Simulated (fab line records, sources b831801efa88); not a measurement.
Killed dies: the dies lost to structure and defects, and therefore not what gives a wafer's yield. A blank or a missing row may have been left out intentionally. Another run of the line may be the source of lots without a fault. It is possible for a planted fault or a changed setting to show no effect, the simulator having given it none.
Chamber matching -- flow gf180mcu -- GF_V3_CMP_26 on cmp-02: 4 sister chambers
The step polishes, stops on SiO2, t overpolish 15 s, target thk 0 nm. 8 wafers are shown with their chamber, then 12 later ones without.

== WAFERS PAIRED WITH THEIR CHAMBERS ==
wafer,chamber,motor current A (A),overpolish run s (s)
L086.6,3,9.8,15.003
L090.6,2,12.6,14.999
L091.1,1,11.4,14.987
L091.4,3,9.1,15.012
L091.6,0,11.5,15.007
L092.2,2,12.3,15.013
L092.4,0,12.3,14.993
L092.6,1,10.9,15.007

== WAFERS WHOSE CHAMBER IS MISSING ==
wafer,motor current A (A),overpolish run s (s)
L093.1,9.4,15.003
L093.3,12.1,15.004
L093.4,12.1,15.002
L094.1,11.8,15.000
L094.2,12.3,14.993
L094.5,11.2,15.008
L095.1,12.2,14.998
L095.4,10.8,14.992
L095.5,9.2,14.994
L097.2,11.9,15.002
L097.4,12.5,14.982
L097.5,11.0,14.992

== THE CHAMBER EACH PASSED THROUGH ==
wafer,from the rows above,in truth
L093.1,3,3
L093.3,can't be placed: 0 or 2 or 1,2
L093.4,can't be placed: 0 or 2 or 1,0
L094.1,can't be placed: 0 or 1 or 2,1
L094.2,can't be placed: 0 or 2 or 1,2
L094.5,can't be placed: 1 or 0 or 2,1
L095.1,can't be placed: 0 or 2 or 1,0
L095.4,can't be placed: 1 or 0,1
L095.5,3,3
L097.2,can't be placed: 0 or 2 or 1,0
L097.4,can't be placed: 0 or 2 or 1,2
L097.5,can't be placed: 1 or 0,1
2 of 12 placed correctly. Not placeable from these rows: 10 (in 10, the candidates include the true chamber). 0 placed wrongly.
How it was worked out, from the rows above alone: a wafer's distance from a chamber is the root of the sum, over the readings, of the square of ((its reading less the chamber's mean) divided by the reading's scatter). The wafer belongs to the nearest chamber; if the next one is less than 2 further off, it can't be placed. For every chamber, the mean is computed from those of its wafers that are shown. The scatter is the square root of a quotient: the sum, over the shown wafers, of each reading's squared deviation from its chamber's mean, divided by wafers minus chambers.
